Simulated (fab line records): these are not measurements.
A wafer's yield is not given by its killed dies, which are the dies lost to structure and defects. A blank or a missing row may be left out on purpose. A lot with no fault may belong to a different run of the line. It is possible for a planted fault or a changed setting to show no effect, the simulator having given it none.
fab line records | flow sky130 | part 1 of 2: steps 1 to 32 of 45
record lots=5 | wafers=15 | lastDay=50
route steps=708 shown SONOS_TUNNEL@157 SONOS_ONO@168 GATE_OXIDE@187
lots with no fault: from the same line, run without faults
startH: hours from the record's first day to the start of the lot's first wafer shown | waitH: hours since the lot's step before | " identical to the entry in the row above | L1.1+2: several wafers, shown together as one row | - either no value or no given start | * or withheld: withheld | < > ~ a bound
route shown NAME@n: a module of which the file shows steps, and the number in the route of the first | usual: average and standard deviation across the fault-free wafers | same: alike in all rows | chamber/n: place in a boat | sites: the reading at each site | _std_site: how widely they spread, as a standard deviation | _edge_site: outer sites' mean less inner sites' | radiusMm: how far each site lies from the wafer's centre | mask NAME#n: copy n | behind: the most recent tool/chamber to have shaped the wafer | hold: reason for holding the lot/hours on hold/outcome of the hold | device: names the non-switching transistor (n, p or np) | end of line: at the end of the route, the tests of the same wafers | where a step has no rows: the recipe by itself | killed: count of dies lost to structure and defects at first sort (not the wafer's yield) | map: a wafer's dies, x killed, . not, _ none there
set.NAME: the setting as run; set.NAME@STEP: as run at that earlier step | model.NAME: the simulator's own value behind a step, which no gauge read
lots at selected steps of the route; one table per step, one row per wafer
services: the hour from which a tool's chamber was out of use, counted from the record's first day as startH (under 0 if before that day), plus the number of hours and why
## steps
# step SKY_SONOS_TUNNEL_SOFTBAKE_03
# recipe tempC=90 | timeS=60 | resist=NOVOLAK
# same timeS=60
lot.wafer  | tool          | chamber | startH | waitH
L074.1+4+5 | lithoTrack-04 | 0       | 241.82 | 0.1
L077.2+3+6 | lithoTrack-04 | 0       | 268.15 | 0.1
L094.1+3+4 | lithoTrack-02 | 0       | 399.28 | 0.1
L095.2+3+6 | lithoTrack-02 | 0       | 413.60 | 0.1
L097.2+3+6 | lithoTrack-01 | 0       | 427.22 | 0.1
# step SKY_SONOS_TUNNEL_EXPOSE_04
# recipe maskId=TUNM | na=0.6 | sourceShape=conventional | sigmaOuter=0.6 | polarization=unpolarized | targetCdNm=410 | doseMj=138.1
lot.wafer  | tool            | chamber | startH | waitH | mask
L074.1+4+5 | ilineStepper-01 | 0       | -      | -     | TUNM#0
L077.2+3+6 | ilineStepper-02 | 0       | -      | -     | TUNM#0
L094.1+3+4 | ilineStepper-01 | 0       | -      | -     | TUNM#0
L095.2+3+6 | ilineStepper-02 | 0       | -      | -     | TUNM#0
L097.2+3+6 | ilineStepper-02 | 0       | -      | -     | TUNM#0
# step SKY_SONOS_TUNNEL_PEB_05
# recipe tempC=withheld | timeS=* | resist=NOVOLAK
# same timeS=*
lot.wafer  | tool          | chamber | startH | waitH
L074.1+4+5 | lithoTrack-01 | 0       | -      | -
L077.2+3+6 | lithoTrack-02 | 0       | -      | -
L094.1+3+4 | lithoTrack-02 | 0       | -      | -
L095.2+3+6 | lithoTrack-04 | 0       | -      | -
L097.2+3+6 | lithoTrack-02 | 0       | -      | -
# step SKY_SONOS_TUNNEL_DEVELOP_06
# recipe resist=NOVOLAK | developer=TMAH | developTimeS=60 | devTempC=23
lot.wafer  | tool          | chamber | startH | waitH
L074.1+4+5 | lithoTrack-01 | 0       | 253.59 | 0.1
L077.2+3+6 | lithoTrack-02 | 0       | 280.00 | 0.1
L094.1+3+4 | lithoTrack-02 | 0       | 414.53 | 0.1
L095.2+3+6 | lithoTrack-04 | 0       | 428.30 | 0.1
L097.2+3+6 | lithoTrack-02 | 0       | 442.15 | 0.1
# step SKY_SONOS_TUNNEL_CD_MEAS_07
# recipe targetCdNm=410
# usual cdNm=409.3/2.4
lot.wafer | tool     | chamber | startH | waitH | cdNm
L074.1    | cdSem-01 | -       | 253.74 | 0.1   | 409.3
L074.4    | "        | -       | "      | "     | 410.6
L074.5    | "        | -       | "      | "     | 410.8
L077.2    | cdSem-01 | -       | 280.15 | 0.1   | 406.8
L077.3    | "        | -       | "      | "     | 407.7
L077.6    | "        | -       | "      | "     | 406.6
L094.1    | cdSem-02 | -       | 414.68 | 0.1   | 410.5
L094.3    | "        | -       | "      | "     | 411.3
L094.4    | "        | -       | "      | "     | 408.3
L095.2    | cdSem-01 | -       | 428.44 | 0.1   | 406.2
L095.3    | "        | -       | "      | "     | 407.2
L095.6    | "        | -       | "      | "     | 406.9
L097.2    | cdSem-02 | -       | 442.30 | 0.1   | 414.7
L097.3    | "        | -       | "      | "     | 411.4
L097.6    | "        | -       | "      | "     | 411.5
# step SKY_SONOS_TUNNEL_OVL_MEAS_08
# usual SONOS_TUNNEL_OVL=-0.2/1.4
lot.wafer | tool       | chamber | startH | waitH | SONOS_TUNNEL_OVL[nm]
L074.1    | overlay-02 | -       | 253.86 | 0.1   | 0.3
L074.4    | "          | -       | "      | "     | 1.7
L074.5    | "          | -       | "      | "     | -0.4
L077.2    | overlay-02 | -       | 280.26 | 0.1   | 0.5
L077.3    | "          | -       | "      | "     | 0.5
L077.6    | "          | -       | "      | "     | -0.6
L094.1    | overlay-02 | -       | 414.80 | 0.1   | 0.4
L094.3    | "          | -       | "      | "     | -0.4
L094.4    | "          | -       | "      | "     | 1.2
L095.2    | overlay-02 | -       | 428.55 | 0.1   | -0.8
L095.3    | "          | -       | "      | "     | -0.6
L095.6    | "          | -       | "      | "     | -0.3
L097.2    | overlay-01 | -       | 442.40 | 0.1   | 0.9
L097.3    | "          | -       | "      | "     | 1.5
L097.6    | "          | -       | "      | "     | 1.4
# step SKY_SONOS_TUNNEL_IMPLANT_09
# recipe species=B | energyKev=20 | doseCm2=1e+12 | tiltDeg=withheld
# usual faradayCurrentUA=5.63/0.12
lot.wafer | tool         | chamber | startH | waitH | faradayCurrentUA
L074.1    | implanter-03 | 0       | 253.90 | 0.0   | 5.69
L074.4    | "            | 0       | "      | "     | 5.71
L074.5    | "            | 0       | "      | "     | 5.58
L077.2    | implanter-02 | 0       | 280.31 | 0.0   | 5.62
L077.3    | "            | 0       | "      | "     | 5.63
L077.6    | "            | 0       | "      | "     | 5.65
L094.1    | implanter-02 | 0       | 414.83 | 0.0   | 5.82
L094.3    | "            | 0       | "      | "     | 5.70
L094.4    | "            | 0       | "      | "     | 5.48
L095.2    | implanter-01 | 0       | 428.60 | 0.0   | 5.41
L095.3    | "            | 0       | "      | "     | 5.73
L095.6    | "            | 0       | "      | "     | 5.70
L097.2    | implanter-01 | 0       | 442.46 | 0.0   | 5.46
L097.3    | "            | 0       | "      | "     | 5.66
L097.6    | "            | 0       | "      | "     | 5.79
# step SKY_SONOS_TUNNEL_WET_ETCH_10
# recipe chemistry=dHF | targetDepthNm=14 | target=SiO2 | dilution=100:1 | tempC=25 | timeS=280
# same timeS=280
lot.wafer  | tool        | chamber | startH | waitH
L074.1+4+5 | wetBench-01 | 1       | 254.05 | 0.1
L077.2+3+6 | wetBench-01 | 1       | 280.44 | 0.1
L094.1+3+4 | wetBench-02 | 0       | 414.98 | 0.1
L095.2+3+6 | wetBench-01 | 2       | 428.73 | 0.1
L097.2+3+6 | wetBench-02 | 1       | 442.58 | 0.1
# step SKY_SONOS_TUNNEL_STRIP_11
# recipe chemistry=SPM | timeS=600 | tempC=130
# same timeS=600
lot.wafer  | tool        | chamber | startH | waitH
L074.1+4+5 | wetBench-02 | 1       | 254.13 | 0.0
L077.2+3+6 | wetBench-02 | 0       | 280.52 | 0.0
L094.1+3+4 | wetBench-03 | 1       | 415.09 | 0.0
L095.2+3+6 | wetBench-02 | 0       | 428.81 | 0.0
L097.2+3+6 | wetBench-03 | 0       | 442.67 | 0.0
# step SKY_SONOS_TUNNEL_TW_MEAS_12
# usual SONOS_TUNNEL_TW=197.2/1.4
lot.wafer | tool         | chamber | startH | waitH | SONOS_TUNNEL_TW
L074.1    | filmMetro-02 | -       | 254.34 | 0.0   | 197.2
L074.4    | "            | -       | "      | "     | 196.7
L074.5    | "            | -       | "      | "     | 198.2
L077.2    | filmMetro-02 | -       | 280.71 | 0.0   | 196.9
L077.3    | "            | -       | "      | "     | 197.0
L077.6    | "            | -       | "      | "     | 195.7
L094.1    | filmMetro-02 | -       | 415.28 | 0.0   | 196.7
L094.3    | "            | -       | "      | "     | 197.6
L094.4    | "            | -       | "      | "     | 197.5
L095.2    | filmMetro-04 | -       | 429.01 | 0.0   | 201.3
L095.3    | "            | -       | "      | "     | 198.4
L095.6    | "            | -       | "      | "     | 199.0
L097.2    | filmMetro-03 | -       | 442.85 | 0.0   | 196.1
L097.3    | "            | -       | "      | "     | 196.3
L097.6    | "            | -       | "      | "     | 196.8
# step SKY_SONOS_TUNNEL_CLEAN_13
# recipe chemistry=dHF | timeS=20 | dilution=100:1 | dry=ipaMarangoni
# same timeS=20
lot.wafer  | tool        | chamber | startH | waitH
L074.1+4+5 | wetBench-02 | 1       | 254.40 | 0.1
L077.2+3+6 | wetBench-01 | 1       | 280.76 | 0.0
L094.1+3+4 | wetBench-01 | 0       | 415.34 | 0.1
L095.2+3+6 | wetBench-03 | 3       | 429.06 | 0.0
L097.2+3+6 | wetBench-01 | 2       | 442.90 | 0.0
# step SKY_SONOS_ONO_OXIDATION_00
# recipe tempC=800 | ambient=O2 | idleTempC=700 | rampUpCPerMin=10 | rampDownCPerMin=3 | stabiliseS=600 | purgeS=300 | targetThkA=26 | oxTimeS=1249
# usual tube_center_temp_C_max=802.1/0.34
lot.wafer | tool       | chamber | startH | waitH | tube_center_temp_C_max
L074.1    | furnace-02 | 0       | 257.96 | 3.5   | 802.3
L074.4    | "          | 0       | "      | "     | 802.4
L074.5    | "          | 0       | "      | "     | 802.5
L077.2    | furnace-01 | 0       | 283.70 | 2.9   | 801.9
L077.3    | "          | 0       | "      | "     | 802.5
L077.6    | "          | 0       | "      | "     | 801.8
L094.1    | furnace-02 | 0       | 416.63 | 1.3   | 802.3
L094.3    | "          | 0       | "      | "     | 801.9
L094.4    | "          | 0       | "      | "     | 802.5
L095.2    | furnace-02 | 0       | 429.48 | 0.4   | 802.1
L095.3    | "          | 0       | "      | "     | 801.5
L095.6    | "          | 0       | "      | "     | 802.4
L097.2    | furnace-02 | 0       | 443.14 | 0.2   | 801.8
L097.3    | "          | 0       | "      | "     | 802.1
L097.6    | "          | 0       | "      | "     | 801.7
# step SKY_SONOS_ONO_THK_MEAS_01
# recipe reads=SiO2_of_SONOS_ONO_OXIDATION_00
# usual SONOS_ONO_OXIDATION_THK=2.59/0.061
lot.wafer | tool         | chamber | startH | waitH | SONOS_ONO_OXIDATION_THK[nm]
L074.1    | filmMetro-01 | -       | 259.31 | 0.0   | 2.48
L074.4    | "            | -       | "      | "     | 2.56
L074.5    | "            | -       | "      | "     | 2.56
L077.2    | filmMetro-02 | -       | 285.06 | 0.0   | 2.45
L077.3    | "            | -       | "      | "     | 2.46
L077.6    | "            | -       | "      | "     | 2.57
L094.1    | filmMetro-04 | -       | 417.98 | 0.0   | 2.59
L094.3    | "            | -       | "      | "     | 2.50
L094.4    | "            | -       | "      | "     | 2.56
L095.2    | filmMetro-02 | -       | 430.83 | 0.0   | 2.72
L095.3    | "            | -       | "      | "     | 2.70
L095.6    | "            | -       | "      | "     | 2.72
L097.2    | filmMetro-04 | -       | 444.49 | 0.0   | 2.65
L097.3    | "            | -       | "      | "     | 2.71
L097.6    | "            | -       | "      | "     | 2.68
# step SKY_SONOS_ONO_CVD_02
# recipe material=Si3N4 | precursor=DCS/NH3 | targetThkNm=10.5 | tempC=770 | timeS=180 | pressureMtorr=250
# same timeS=180
lot.wafer  | tool     | chamber | startH | waitH
L074.1+4+5 | lpcvd-02 | 0       | 259.37 | 0.1
L077.2+3+6 | lpcvd-02 | 0       | 286.91 | 1.8
L094.1+3+4 | lpcvd-02 | 1       | 418.57 | 0.6
L095.2+3+6 | lpcvd-02 | 1       | 432.33 | 1.5
L097.2+3+6 | lpcvd-02 | 1       | 445.59 | 1.1
# step SKY_SONOS_ONO_THK_MEAS_03
# recipe reads=Si3N4_of_SONOS_ONO_CVD_02
# usual SONOS_ONO_CVD_02_THK=10.43/0.16
lot.wafer | tool         | chamber | startH | waitH | SONOS_ONO_CVD_02_THK[nm]
L074.1    | filmMetro-04 | -       | 260.42 | 0.0   | 10.48
L074.4    | "            | -       | "      | "     | 10.33
L074.5    | "            | -       | "      | "     | 10.22
L077.2    | filmMetro-04 | -       | 287.97 | 0.0   | 10.40
L077.3    | "            | -       | "      | "     | 10.20
L077.6    | "            | -       | "      | "     | 10.12
L094.1    | filmMetro-02 | -       | 419.62 | 0.0   | 10.62
L094.3    | "            | -       | "      | "     | 10.65
L094.4    | "            | -       | "      | "     | 10.47
L095.2    | filmMetro-01 | -       | 433.39 | 0.0   | 10.42
L095.3    | "            | -       | "      | "     | 10.50
L095.6    | "            | -       | "      | "     | 10.36
L097.2    | filmMetro-04 | -       | 446.65 | 0.0   | 10.56
L097.3    | "            | -       | "      | "     | 10.42
L097.6    | "            | -       | "      | "     | 10.58
# step SKY_SONOS_ONO_CVD_04
# recipe material=SiO2 | precursor=SiH4/N2O | targetThkNm=5.7199 | tempC=900 | pressureMtorr=400
# same timeS=900
lot.wafer  | tool     | chamber | startH | waitH
L074.1+4+5 | lpcvd-03 | 0       | 260.48 | 0.1
L077.2+3+6 | lpcvd-03 | 1       | 288.02 | 0.0
L094.1+3+4 | lpcvd-03 | 1       | 419.68 | 0.1
L095.2+3+6 | lpcvd-03 | 1       | 433.44 | 0.0
L097.2+3+6 | lpcvd-03 | 1       | 446.70 | 0.0
# step SKY_SONOS_ONO_THK_MEAS_05
# recipe reads=SiO2_of_SONOS_ONO_CVD_04
# usual SONOS_ONO_CVD_04_THK=5.72/0.13
lot.wafer | tool         | chamber | startH | waitH | SONOS_ONO_CVD_04_THK[nm]
L074.1    | filmMetro-01 | -       | 261.73 | 0.0   | 5.34
L074.4    | "            | -       | "      | "     | 5.54
L074.5    | "            | -       | "      | "     | 5.45
L077.2    | filmMetro-02 | -       | 289.28 | 0.0   | 5.74
L077.3    | "            | -       | "      | "     | 5.60
L077.6    | "            | -       | "      | "     | 5.77
L094.1    | filmMetro-02 | -       | 420.93 | 0.0   | 5.77
L094.3    | "            | -       | "      | "     | 5.66
L094.4    | "            | -       | "      | "     | 5.83
L095.2    | filmMetro-02 | -       | 434.70 | 0.0   | 5.79
L095.3    | "            | -       | "      | "     | 5.79
L095.6    | "            | -       | "      | "     | 5.86
L097.2    | filmMetro-02 | -       | 447.96 | 0.0   | 5.84
L097.3    | "            | -       | "      | "     | 5.76
L097.6    | "            | -       | "      | "     | 5.76
# step SKY_SONOS_ONO_DEHYDRATE_06
# recipe tempC=200 | timeS=60
# same timeS=60
lot.wafer  | tool          | chamber | startH | waitH
L074.1+4+5 | lithoTrack-02 | 0       | 272.98 | 11.2
L077.2+3+6 | lithoTrack-03 | 0       | 301.29 | 12.0
L094.1+3+4 | lithoTrack-03 | 0       | 435.66 | 14.7
L095.2+3+6 | lithoTrack-03 | 0       | 449.04 | 14.3
L097.2+3+6 | lithoTrack-03 | 0       | 463.09 | 15.1
# step SKY_SONOS_ONO_HMDS_07
# recipe primeTimeS=60 | primeTempC=120
lot.wafer  | tool          | chamber | startH | waitH
L074.1+4+5 | lithoTrack-02 | 0       | 273.13 | 0.1
L077.2+3+6 | lithoTrack-03 | 0       | 301.44 | 0.1
L094.1+3+4 | lithoTrack-03 | 0       | 435.81 | 0.1
L095.2+3+6 | lithoTrack-03 | 0       | 449.19 | 0.1
L097.2+3+6 | lithoTrack-03 | 0       | 463.24 | 0.1
# step SKY_SONOS_ONO_COAT_08
# recipe resist=NOVOLAK | spinRpm=3000 | resistThkNm=1140
# usual dispensePressureKPa=50.0/1
lot.wafer | tool          | chamber | startH | waitH | dispensePressureKPa
L074.1    | lithoTrack-02 | 0       | 273.28 | 0.1   | 51.4
L074.4    | "             | 0       | "      | "     | 51.4
L074.5    | "             | 0       | "      | "     | 51.5
L077.2    | lithoTrack-03 | 0       | 301.59 | 0.1   | 49.8
L077.3    | "             | 0       | "      | "     | 49.8
L077.6    | "             | 0       | "      | "     | 49.9
L094.1    | lithoTrack-03 | 0       | 435.96 | 0.1   | 49.8
L094.3    | "             | 0       | "      | "     | 49.8
L094.4    | "             | 0       | "      | "     | 49.9
L095.2    | lithoTrack-03 | 0       | 449.34 | 0.1   | 49.8
L095.3    | "             | 0       | "      | "     | 49.8
L095.6    | "             | 0       | "      | "     | 49.8
L097.2    | lithoTrack-03 | 0       | 463.39 | 0.1   | 49.8
L097.3    | "             | 0       | "      | "     | 49.8
L097.6    | "             | 0       | "      | "     | 49.9
# step SKY_SONOS_ONO_SOFTBAKE_09
# recipe tempC=90 | timeS=60 | resist=NOVOLAK
# same timeS=60
lot.wafer  | tool          | chamber | startH | waitH
L074.1+4+5 | lithoTrack-02 | 0       | 273.43 | 0.1
L077.2+3+6 | lithoTrack-03 | 0       | 301.74 | 0.1
L094.1+3+4 | lithoTrack-03 | 0       | 436.11 | 0.1
L095.2+3+6 | lithoTrack-03 | 0       | 449.49 | 0.1
L097.2+3+6 | lithoTrack-03 | 0       | 463.54 | 0.1
# step SKY_SONOS_ONO_EXPOSE_10
# recipe maskId=ONOM | targetCdNm=410 | na=0.6 | sourceShape=conventional | sigmaOuter=0.6 | doseMj=150
lot.wafer  | tool            | chamber | startH | waitH | mask
L074.1+4+5 | ilineStepper-02 | 0       | -      | -     | ONOM#0
L077.2+3+6 | ilineStepper-01 | 0       | -      | -     | ONOM#0
L094.1+3+4 | ilineStepper-02 | 0       | -      | -     | ONOM#0
L095.2+3+6 | ilineStepper-01 | 0       | -      | -     | ONOM#0
L097.2+3+6 | ilineStepper-01 | 0       | -      | -     | ONOM#0
# step SKY_SONOS_ONO_PEB_11
# recipe tempC=withheld | timeS=* | resist=NOVOLAK
# same timeS=*
lot.wafer  | tool          | chamber | startH | waitH
L074.1+4+5 | lithoTrack-04 | 0       | -      | -
L077.2+3+6 | lithoTrack-02 | 0       | -      | -
L094.1+3+4 | lithoTrack-04 | 0       | -      | -
L095.2+3+6 | lithoTrack-04 | 0       | -      | -
L097.2+3+6 | lithoTrack-03 | 0       | -      | -
# step SKY_SONOS_ONO_DEVELOP_12
# recipe developTimeS=60 | devTempC=23
lot.wafer  | tool          | chamber | startH | waitH
L074.1+4+5 | lithoTrack-04 | 0       | 285.27 | 0.1
L077.2+3+6 | lithoTrack-02 | 0       | 314.60 | 0.1
L094.1+3+4 | lithoTrack-04 | 0       | 451.37 | 0.1
L095.2+3+6 | lithoTrack-04 | 0       | 464.95 | 0.1
L097.2+3+6 | lithoTrack-03 | 0       | 478.39 | 0.1
# step SKY_SONOS_ONO_CD_MEAS_13
# recipe targetCdNm=410
# usual cdNm=410.7/2.5
lot.wafer | tool     | chamber | startH | waitH | cdNm
L074.1    | cdSem-01 | -       | 285.42 | 0.1   | 409.6
L074.4    | "        | -       | "      | "     | 410.7
L074.5    | "        | -       | "      | "     | 408.4
L077.2    | cdSem-01 | -       | 314.75 | 0.1   | 408.8
L077.3    | "        | -       | "      | "     | 410.1
L077.6    | "        | -       | "      | "     | 409.5
L094.1    | cdSem-01 | -       | 451.52 | 0.1   | 415.2
L094.3    | "        | -       | "      | "     | 414.7
L094.4    | "        | -       | "      | "     | 417.2
L095.2    | cdSem-01 | -       | 465.09 | 0.1   | 406.8
L095.3    | "        | -       | "      | "     | 410.5
L095.6    | "        | -       | "      | "     | 407.3
L097.2    | cdSem-01 | -       | 478.53 | 0.1   | 409.0
L097.3    | "        | -       | "      | "     | 410.3
L097.6    | "        | -       | "      | "     | 412.4
# step SKY_SONOS_ONO_OVL_MEAS_14
# usual SONOS_ONO_OVL=-1.2/1.2
lot.wafer | tool       | chamber | startH | waitH | SONOS_ONO_OVL[nm]
L074.1    | overlay-01 | -       | 285.54 | 0.1   | -1.6
L074.4    | "          | -       | "      | "     | -2.3
L074.5    | "          | -       | "      | "     | -1.2
L077.2    | overlay-01 | -       | 314.85 | 0.1   | -1.1
L077.3    | "          | -       | "      | "     | 0.3
L077.6    | "          | -       | "      | "     | -0.9
L094.1    | overlay-02 | -       | 451.64 | 0.1   | -3.1
L094.3    | "          | -       | "      | "     | -2.0
L094.4    | "          | -       | "      | "     | -1.3
L095.2    | overlay-01 | -       | 465.20 | 0.1   | -0.1
L095.3    | "          | -       | "      | "     | -0.6
L095.6    | "          | -       | "      | "     | 1.1
L097.2    | overlay-02 | -       | 478.64 | 0.1   | -2.0
L097.3    | "          | -       | "      | "     | -1.7
L097.6    | "          | -       | "      | "     | -1.6
# step SKY_SONOS_ONO_ETCH_15
# recipe targetDepthNm=19.52 | chemistry=CHF3/O2 | sourceW=600 | biasW=200 | pressureMtorr=40 | chf3FlowSccm=50 | O2_flow_sccm=5 | timeS=7.8
# usual drypumpMotorCurrentA=5.6/0.46 | oesProductAu=0.999/0.0075 | rfFwdPowerW=589/3.1 | throttleValvePct=8.825/0.0084
# same timeS=7.8
lot.wafer | tool       | chamber | startH | waitH | drypumpMotorCurrentA | oesProductAu | rfFwdPowerW | rfHoursCounterH | throttleValvePct
L074.1    | rieDiel-03 | 2       | 285.58 | 0.0   | 5.7                  | 0.992        | 588         | 8               | 8.826
L074.4    | "          | 1       | "      | "     | 5.6                  | 1.001        | 585         | 69              | 8.843
L074.5    | "          | 0       | "      | "     | 5.0                  | 1.005        | 591         | -               | 8.814
L077.2    | rieDiel-03 | 0       | 314.88 | 0.0   | 5.0                  | 1.014        | 596         | 120             | 8.829
L077.3    | "          | 3       | "      | "     | 6.0                  | 0.990        | 591         | 82              | 8.826
L077.6    | "          | 0       | "      | "     | 5.0                  | 1.009        | 594         | -               | 8.826
L094.1    | rieDiel-03 | 3       | 451.68 | 0.0   | 6.0                  | 0.993        | 591         | 85              | 8.817
L094.3    | "          | 2       | "      | "     | 5.7                  | 0.990        | 590         | 11              | 8.817
L094.4    | "          | 0       | "      | "     | 5.0                  | 1.001        | 593         | 2               | 8.831
L095.2    | rieDiel-03 | 0       | 465.23 | 0.0   | 5.0                  | 1.000        | 589         | 2               | 8.821
L095.3    | "          | 2       | "      | "     | 5.7                  | 0.990        | 587         | 11              | 8.825
L095.6    | "          | 3       | "      | "     | 6.0                  | 0.984        | 586         | -               | 8.817
L097.2    | rieDiel-04 | 3       | 478.67 | 0.0   | 5.7                  | 0.991        | 588         | 79              | 8.811
L097.3    | "          | 0       | "      | "     | 5.9                  | 0.991        | 591         | 89              | 8.812
L097.6    | "          | 2       | "      | "     | 5.6                  | 1.004        | 586         | -               | 8.821
# step SKY_SONOS_ONO_WET_ETCH_16
# recipe chemistry=dHF | targetDepthNm=14 | dry=n2Spin | target=SiO2 | dilution=100:1 | tempC=25 | timeS=280
# same timeS=280
lot.wafer  | tool        | chamber | startH | waitH
L074.1+4+5 | wetBench-04 | 1       | 285.60 | 0.0
L077.2+3+6 | wetBench-04 | 1       | 314.91 | 0.0
L094.1+3+4 | wetBench-02 | 1       | 451.70 | 0.0
L095.2+3+6 | wetBench-01 | 1       | 465.25 | 0.0
L097.2+3+6 | wetBench-04 | 3       | 478.69 | 0.0
# step SKY_SONOS_ONO_STRIP_17
# recipe chemistry=O2/N2 | powerW=1400 | pressureMtorr=1500 | platenTempC=withheld | o2FlowSccm=3000 | n2FlowSccm=300 | overashFraction=0.5
# usual drypumpMotorCurrentA=5.8/0.44 | oesProductAu=0.711/0.0039 | stripTimeToEndpointS=14.11/0.036
lot.wafer | tool           | chamber | startH | waitH | drypumpMotorCurrentA | oesProductAu | rfHoursCounterH | stripTimeToEndpointS
L074.1    | plasmaAsher-03 | 1       | 285.68 | 0.0   | 5.8                  | 0.715        | 59              | 14.04
L074.4    | "              | 0       | "      | "     | 6.8                  | 0.713        | -               | 14.04
L074.5    | "              | 0       | "      | "     | 6.7                  | 0.709        | -               | 14.08
L077.2    | plasmaAsher-03 | 1       | 315.00 | 0.0   | 5.8                  | 0.708        | 62              | 14.13
L077.3    | "              | 0       | "      | "     | 6.7                  | 0.709        | -               | 14.12
L077.6    | "              | 0       | "      | "     | 6.7                  | 0.708        | -               | 14.13
L094.1    | plasmaAsher-01 | 1       | 451.79 | 0.0   | 5.7                  | 0.706        | 33              | 14.15
L094.3    | "              | 0       | "      | "     | 5.5                  | 0.719        | -               | 14.16
L094.4    | "              | 1       | "      | "     | 5.8                  | 0.714        | -               | 14.18
L095.2    | plasmaAsher-03 | 0       | 465.42 | 0.0   | 6.8                  | 0.710        | 3               | 14.04
L095.3    | "              | 1       | "      | "     | 5.8                  | 0.719        | -               | 14.09
L095.6    | "              | 1       | "      | "     | 5.8                  | 0.711        | -               | 14.07
L097.2    | plasmaAsher-01 | 0       | 478.78 | 0.0   | 5.5                  | 0.704        | 35              | 14.15
L097.3    | "              | 1       | "      | "     | 5.8                  | 0.714        | -               | 14.20
L097.6    | "              | 0       | "      | "     | 5.5                  | 0.705        | -               | 14.15
# step SKY_SONOS_ONO_WET_ETCH_18
# recipe chemistry=H3PO4 | targetDepthNm=15 | target=Si3N4 | tempC=160 | timeS=172
# same timeS=172
lot.wafer  | tool        | chamber | startH | waitH
L074.1+4+5 | wetBench-04 | 0       | 285.78 | 0.1
L077.2+3+6 | wetBench-01 | 1       | 315.10 | 0.1
L094.1+3+4 | wetBench-02 | 1       | 451.89 | 0.1
L095.2+3+6 | wetBench-04 | 3       | 465.52 | 0.1
L097.2+3+6 | wetBench-01 | 0       | 478.88 | 0.1
# step SKY_GATE_OXIDE_CLEAN_00
# recipe chemistry=SC1/SC2 | mix=1:4:20 | tempC=70 | timeS=150 | dry=n2Spin
# same timeS=150
lot.wafer  | tool        | chamber | startH | waitH
L074.1+4+5 | wetBench-02 | 2       | 285.84 | 0.0
L077.2+3+6 | wetBench-04 | 2       | 315.16 | 0.0
L094.1+3+4 | wetBench-01 | 0       | 451.95 | 0.0
L095.2+3+6 | wetBench-02 | 0       | 465.58 | 0.0
L097.2+3+6 | wetBench-02 | 3       | 479.00 | 0.0
# step SKY_GATE_OXIDE_OXIDATION_01
# recipe tempC=900 | ambient=O2 | stabiliseS=600 | purgeS=300 | targetThkA=102.68 | oxTimeS=1473
# usual tube_center_temp_C_max=902.3/0.36
lot.wafer | tool       | chamber | startH | waitH | tube_center_temp_C_max
L074.1    | furnace-01 | 0       | 288.09 | 2.2   | 902.7
L074.4    | "          | 0       | "      | "     | 902.4
L074.5    | "          | 0       | "      | "     | 902.0
L077.2    | furnace-02 | 0       | 315.21 | 0.0   | 902.2
L077.3    | "          | 0       | "      | "     | 902.1
L077.6    | "          | 0       | "      | "     | 902.1
L094.1    | furnace-02 | 0       | 452.78 | 0.8   | 902.3
L094.3    | "          | 0       | "      | "     | 902.1
L094.4    | "          | 0       | "      | "     | 902.3
L095.2    | furnace-02 | 0       | 467.93 | 2.3   | 902.6
L095.3    | "          | 0       | "      | "     | 902.3
L095.6    | "          | 0       | "      | "     | 901.9
L097.2    | furnace-01 | 0       | 479.05 | 0.0   | 902.5
L097.3    | "          | 0       | "      | "     | 902.8
L097.6    | "          | 0       | "      | "     | 902.2
